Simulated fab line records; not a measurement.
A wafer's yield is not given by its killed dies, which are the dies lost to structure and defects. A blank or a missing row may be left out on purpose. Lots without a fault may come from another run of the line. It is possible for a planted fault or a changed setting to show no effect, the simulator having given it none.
Which tool was responsible? | flow gf180mcu | 39 wafers from 13 lots sampled at 3 of the route's 602 steps

== WHAT THE GAUGES SHOWED, per wafer ==
GF_LVPWELL_TW_MEAS_11. Usual: LVPWELL_TW typically reads 558, with standard deviation 6.1.
lot  | measured    | on            | LVPWELL_TW  | flag
L426 | day 3 21:52 | film-metro-01 | 548 550 549 |
L427 | day 4 03:56 | film-metro-04 | 565 568 563 |
L428 | day 4 08:18 | film-metro-03 | 561 558 559 |
L429 | day 4 13:11 | film-metro-03 | 558 556 559 |
L430 | day 4 19:14 | film-metro-03 | 561 558 558 |
L433 | day 5 14:16 | film-metro-04 | 566 567 565 |
L434 | day 5 18:45 | film-metro-04 | 567 564 564 |
L435 | day 6 01:02 | film-metro-03 | 557 556 556 |
L436 | day 6 05:37 | film-metro-04 | 590 591 595 | OFF
L437 | day 6 13:31 | film-metro-03 | 591 590 586 | OFF
L438 | day 6 17:26 | film-metro-04 | 560 562 558 |
L445 | day 8 09:08 | film-metro-01 | 580 580 580 | OFF
L449 | day 9 07:50 | film-metro-04 | 563 565 564 |

GF_VT_IMPLANT_RS_MEAS_48: the measuring method here is four-point-probe. Usual: LVPWELL_RS typically reads 1197 ohm/sq, with standard deviation 3.
lot  | measured     | on            | LVPWELL_RS (ohm/sq) | flag
L426 | day 7 14:53  | film-metro-04 | 1195 1197 1198      |
L427 | day 7 20:08  | film-metro-03 | 1201 1196 1201      |
L428 | day 8 01:59  | film-metro-03 | 1192 1193 1195      |
L429 | day 8 08:08  | film-metro-01 | 1196 1197 1196      |
L430 | day 8 16:41  | film-metro-04 | 1201 1199 1199      |
L433 | day 9 14:26  | film-metro-03 | 1194 1199 1195      |
L434 | day 9 21:05  | film-metro-01 | 1193 1196 1196      |
L435 | day 10 06:08 | film-metro-03 | 1198 1195 1195      |
L436 | day 10 09:16 | film-metro-04 | 1031 1034 1033      | OFF
L437 | day 10 19:00 | film-metro-03 | 1032 1030 1031      | OFF
L438 | day 11 01:17 | film-metro-04 | 1200 1201 1196      |
L445 | day 13 01:28 | film-metro-03 | 1031 1030 1031      | OFF
L449 | day 14 03:42 | film-metro-04 | 1198 1202 1199      |

== EACH LOT AND THE TOOL THAT RAN IT (in order: tool; ch and the chambers of the sampled wafers; start) ==
lot  | GF_LVPWELL_IMPLANT_09
L426 | implanter-02 ch 0, day 3 21:40
L427 | implanter-03 ch 0, day 4 03:41
L428 | implanter-02 ch 0, day 4 08:04
L429 | implanter-04 ch 0, day 4 12:56
L430 | implanter-04 ch 0, day 4 18:59
L433 | implanter-02 ch 0, day 5 14:01
L434 | implanter-03 ch 0, day 5 18:31
L435 | implanter-04 ch 0, day 6 00:47
L436 | implanter-04 ch 0, day 6 05:05
L437 | implanter-02 ch 0, day 6 12:58
L438 | implanter-04 ch 0, day 6 17:13
L445 | implanter-02 ch 0, day 8 08:34
L449 | implanter-04 ch 0, day 9 07:35
- GF_LVPWELL_IMPLANT_09

== WHAT THE TOOLS THEMSELVES READ (means of the sampled wafers that have a number; where no wafer has one, the mark that the record gives instead) ==
The record holds no such reading with a usual standard deviation.

== THE ANSWER, worked out from the rows above alone ==
Rule: take the mean of a lot's wafers that have a number; if it is more than 3 standard deviations from the usual mean, the lot is off. A lot without any number at a reading at which 4 lots or more have one is off too. The other lots that the step has rows for count as sound. The gauges are gone through in route order, then the tools' own readings, and for those a lot's mean is taken as printed above. At the first step where some lot is off, the reading lying furthest off is the one used; lots without a number count as furthest.
Off: L436, L437, L445, at GF_LVPWELL_TW_MEAS_11 (LVPWELL_TW).
A tool fits if, at a process step before that reading, it ran every lot that is off, and no sound lot after the first of them. Gauges at GF_LVPWELL_TW_MEAS_11: tried the same way as those tools. No candidate that was tried fits.

== WHAT WAS PUT IN BY THE SIMULATOR ==
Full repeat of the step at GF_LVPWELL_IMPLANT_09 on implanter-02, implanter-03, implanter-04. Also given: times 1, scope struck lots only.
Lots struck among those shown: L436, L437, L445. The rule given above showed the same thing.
